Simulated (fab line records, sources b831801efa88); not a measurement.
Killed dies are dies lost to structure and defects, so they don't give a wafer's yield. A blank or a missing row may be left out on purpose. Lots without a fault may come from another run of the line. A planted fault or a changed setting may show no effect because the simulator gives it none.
A struck lot beside a sound one | flow sky130 | 14 steps out of a route of 708
Sound: wafers L237.1, L237.2, L237.6. Struck: wafers L249.1, L249.2, L249.6. The cause comes at the end.
At each step with rows: each side's tool, then ch and its chambers, then its first start. Under that, the readings that differ: sound wafers | struck wafers | difference of the means | sigmas: that difference in standard deviations of wafers without a fault.
alike: readings whose means differ by less than 2 such deviations, and words and numbers that are the same on both sides. not compared: withheld readings, readings that some wafer has no value for, bounds like >300 that may hide the same value, and numbers for which the record gives no deviation and whose values overlap.
The two part at a step that has a row with sigmas, a row that says differs or no value, or rows on one side only. Numbers that don't overlap but have no deviation are shown without sigmas and don't part them. A reading that every wafer of one side lacks parts them only if that side has two wafers or more.

first, 4 steps without rows for these wafers: SKY_VT_ADJUST_PCH_SOFTBAKE_03; SKY_VT_ADJUST_PCH_EXPOSE_04 (exposes mask NWM, target cd 840 nm); SKY_VT_ADJUST_PCH_PEB_05; SKY_VT_ADJUST_PCH_DEVELOP_06 (develop time 60 s).
SKY_VT_ADJUST_PCH_OVL_MEAS_07:
  sound on overlay-02, day 12 12:50; struck on overlay-01, day 16 15:08
  alike: VT_ADJUST_PCH_OVL
then, 1 step without rows for these wafers: SKY_VT_ADJUST_PCH_IMPLANT_08.
SKY_VT_ADJUST_PCH_STRIP_09: strips in O2/N2.
  sound on plasma_asher-02 ch 0,1, day 12 13:01; struck on plasma_asher-02 ch 0,1, day 16 15:19
  alike: drypump_motor_current_A, o2_flow_sccm, oes_product_au, strip_time_to_endpoint_s
  not compared: rf_hours_counter_h
SKY_VT_ADJUST_PCH_TW_MEAS_10:
  sound on film_metro-02, day 12 13:07; struck on film_metro-02, day 16 15:25
  alike: VT_ADJUST_PCH_TW
then, 4 steps without rows for these wafers: SKY_SONOS_TUNNEL_DEHYDRATE_00 (time 60 s); SKY_SONOS_TUNNEL_HMDS_01 (prime time 60 s); SKY_SONOS_TUNNEL_COAT_02 (resist thk 1140 nm); SKY_SONOS_TUNNEL_SOFTBAKE_03 (time 60 s).
SKY_SONOS_TUNNEL_EXPOSE_04: exposes mask TUNM, target cd 410 nm.
  sound on iline_stepper-01 ch 0, day 13 02:20; struck on iline_stepper-02, day 17 04:59
  no value came back on the struck wafers for exposure_dose_mJ_cm2, focus_offset_nm (nm), sigma_outer; on the sound wafers exposure_dose_mJ_cm2 reads 136.01 136.16 135.92
  alike: mask
then, 1 step without rows for these wafers: SKY_SONOS_TUNNEL_PEB_05.

WHERE THEY PART
Only at SKY_SONOS_TUNNEL_EXPOSE_04, within this record.

WHY: what the simulator had put in
Skipped step whole: iline_stepper-02, from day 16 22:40 on, at SKY_SONOS_TUNNEL_EXPOSE_04. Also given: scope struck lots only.
